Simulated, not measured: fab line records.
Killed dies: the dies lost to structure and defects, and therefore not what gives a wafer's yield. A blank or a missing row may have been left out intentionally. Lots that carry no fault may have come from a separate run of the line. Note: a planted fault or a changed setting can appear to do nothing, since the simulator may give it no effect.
Chamber matching + flow sky130 + rie-diel-01 running SKY_CONTACT_ETCH_16: 4 sister chambers
The step etches BARC in N2/H2, stops on SiO2, time 45.9 s, target depth 60 nm. 7 wafers are shown with their chamber, then 8 later ones without.

== WAFERS, EACH WITH ITS CHAMBER ==
| wafer  | chamber | drypump-motor-current-A (A) | throttle-valve-pct (%) |
|--------|---------|-----------------------------|------------------------|
| L075.3 | 2       | 6.3                         | 13.248                 |
| L083.1 | 0       | 5.7                         | 13.229                 |
| L083.2 | 1       | 5.4                         | 13.238                 |
| L083.6 | 1       | 5.4                         | 13.223                 |
| L086.2 | 0       | 5.6                         | 13.232                 |
| L086.6 | 3       | 6.5                         | 13.217                 |
| L089.1 | 3       | 6.5                         | 13.222                 |

== WAFERS WHOSE CHAMBER IS MISSING ==
| wafer  | drypump-motor-current-A (A) | throttle-valve-pct (%) |
|--------|-----------------------------|------------------------|
| L089.2 | 5.6                         | 13.236                 |
| L089.4 | 6.3                         | 13.214                 |
| L090.3 | 5.4                         | 13.225                 |
| L090.5 | 5.4                         | 13.222                 |
| L090.6 | 5.6                         | 13.222                 |
| L093.3 | 5.6                         | 13.217                 |
| L093.5 | 5.4                         | 13.230                 |
| L093.6 | 5.6                         | 13.231                 |

== WHICH CHAMBER EACH ONE RAN IN ==
| wafer  | from the rows above     | in truth |
|--------|-------------------------|----------|
| L089.2 | 0                       | 0        |
| L089.4 | can't be placed: 3 or 2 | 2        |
| L090.3 | 1                       | 1        |
| L090.5 | 1                       | 1        |
| L090.6 | 0                       | 0        |
| L093.3 | 0                       | 0        |
| L093.5 | 1                       | 1        |
| L093.6 | 0                       | 0        |
Correct placement for 7 of the 8. Unplaceable from these rows: 1, with the true chamber sitting among the candidates in 1. Wrongly placed: 0.
How it was worked out, from the rows above alone: a wafer's distance from a chamber is the root of the sum, over the readings, of the square of ((its reading less the chamber's mean) divided by the reading's scatter). If the next closest chamber is less than 2 further off than the closest, the wafer can't be placed; otherwise it belongs to the closest. Each chamber's mean is taken over the wafers shown for it. The scatter is the square root of a quotient: the sum, over the shown wafers, of each reading's squared deviation from its chamber's mean, divided by wafers minus chambers.
